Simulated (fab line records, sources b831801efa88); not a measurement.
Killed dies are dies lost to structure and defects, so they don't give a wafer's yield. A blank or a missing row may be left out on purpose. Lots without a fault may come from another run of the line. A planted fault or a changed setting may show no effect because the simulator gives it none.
Chamber matching | flow gf180mcu | GF_V5_CMP_04 on cmp-02: 4 sister chambers
The step polishes SiO2. 16 wafers are shown with their chamber, then 8 later ones without.

WAFERS WITH THEIR CHAMBER
wafer  | chamber | motor_current_A (A) | edge_zone_pressure_frac | retaining_ring_pressure_frac
L732.3 | 0       | 11.9                | 0.998                   | 0.992
L732.5 | 0       | 11.9                | 0.999                   | 0.987
L732.6 | 3       | 11.0                | 0.994                   | 0.995
L733.2 | 2       | 11.8                | 1.002                   | 0.996
L733.3 | 3       | 10.7                | 0.999                   | 1.006
L733.6 | 1       | 14.1                | 0.999                   | 1.006
L739.1 | 0       | 13.0                | 0.991                   | 0.994
L739.2 | 2       | 11.0                | 1.002                   | 1.004
L739.6 | 1       | 13.4                | 1.004                   | 0.996
L744.1 | 3       | 11.5                | 0.997                   | 0.995
L744.4 | 0       | 12.3                | 0.999                   | 0.996
L744.5 | 0       | 12.6                | 1.006                   | 1.000
L745.1 | 1       | 14.5                | 0.987                   | 0.994
L745.2 | 3       | 11.1                | 0.993                   | 0.995
L745.6 | 3       | 10.8                | 0.997                   | 0.999
L750.4 | 0       | 12.7                | 1.000                   | 1.001

SIGNATURES (means of the wafers above)
reading                      | chamber 0 | chamber 1 | chamber 2 | chamber 3 | scatter within a chamber
motor_current_A              | 12.400    | 14.000    | 11.400    | 11.020    | 0.44
edge_zone_pressure_frac      | 0.99883   | 0.99667   | 1.00200   | 0.99600   | 0.00493
retaining_ring_pressure_frac | 0.99500   | 0.99867   | 1.00000   | 0.99800   | 0.00534
Rule: a wafer's distance from a chamber is the root of the sum, over the readings, of the square of ((its reading less the chamber's mean) divided by the reading's scatter). The wafer belongs to the nearest chamber; if the next one is less than 2 further off, it can't be placed. The scatter: the root of (the sum of the squares of (reading less its chamber's mean) over the shown wafers, divided by (wafers less chambers)).

WAFERS WITHOUT THEIR CHAMBER
wafer  | motor_current_A (A) | edge_zone_pressure_frac | retaining_ring_pressure_frac
L750.5 | 11.9                | 1.003                   | 1.003
L750.6 | 14.6                | 1.001                   | 1.005
L751.1 | 15.1                | 1.010                   | 0.999
L751.3 | 12.4                | 0.995                   | 1.005
L751.4 | 11.0                | 1.009                   | 1.007
L752.3 | 12.0                | 1.001                   | 1.006
L752.5 | 11.4                | 1.000                   | 1.007
L752.6 | 14.2                | 0.996                   | 1.002

WHICH CHAMBER EACH WENT THROUGH
wafer  | from the rows above               | in truth
L750.5 | can't be placed: 2 or 0 or 3      | 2
L750.6 | 1                                 | 1
L751.1 | 1                                 | 1
L751.3 | can't be placed: 0 or 2 or 3 or 1 | 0
L751.4 | can't be placed: 2 or 3           | 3
L752.3 | can't be placed: 2 or 0 or 3      | 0
L752.5 | can't be placed: 2 or 3 or 0      | 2
L752.6 | 1                                 | 1
Placed correctly: 3 of 8. Can't be placed from these rows: 5 (the true chamber is among the candidates in 5). Placed wrongly: 0.
